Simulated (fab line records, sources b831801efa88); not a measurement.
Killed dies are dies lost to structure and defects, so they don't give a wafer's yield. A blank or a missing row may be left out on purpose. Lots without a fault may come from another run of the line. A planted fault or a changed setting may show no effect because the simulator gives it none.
Which tool did it? | flow sky130 | 6 lots, 18 wafers sampled, at 1 step of a route of 708

WHAT THE GAUGES READ, wafer by wafer
SKY_CONTACT_THK_MEAS_03.
lot  | measured     | on            | CONTACT_HDPCVD_THK (nm)
L503 | day 30 12:25 | film_metro-02 | 563 560 562
L505 | day 31 15:58 | film_metro-03 | 565 567 563
L507 | day 32 03:35 | film_metro-01 | 563 562 561
L509 | day 32 23:25 | film_metro-03 | 555 560 563
L512 | day 34 01:48 | film_metro-02 | 567 560 563
L519 | day 36 02:16 | film_metro-02 | 571 572 565

WHICH TOOL RAN EACH LOT (tool, then ch and the chambers of the sampled wafers, then the start)
The record holds no process step before these readings.

THE ANSWER, worked out from the rows above alone
Rule: what is usual is taken from the lots themselves. Put in order of their means at a reading, lots are off if they are a third of the lots or fewer, leave a main group of 4 or more, and stand apart from it by a gap of 3 or more times the standard deviation of the main group's means; of several such gaps the widest counts. A main group whose means are all the same, to the digits that the tables above print for the reading, isn't used. A lot without any number at a reading at which 4 lots or more have one is off too. The other lots that the step has rows for count as sound.
No lot is off at any reading shown: from this, nothing can be told.

WHAT THE SIMULATOR HAD PUT IN
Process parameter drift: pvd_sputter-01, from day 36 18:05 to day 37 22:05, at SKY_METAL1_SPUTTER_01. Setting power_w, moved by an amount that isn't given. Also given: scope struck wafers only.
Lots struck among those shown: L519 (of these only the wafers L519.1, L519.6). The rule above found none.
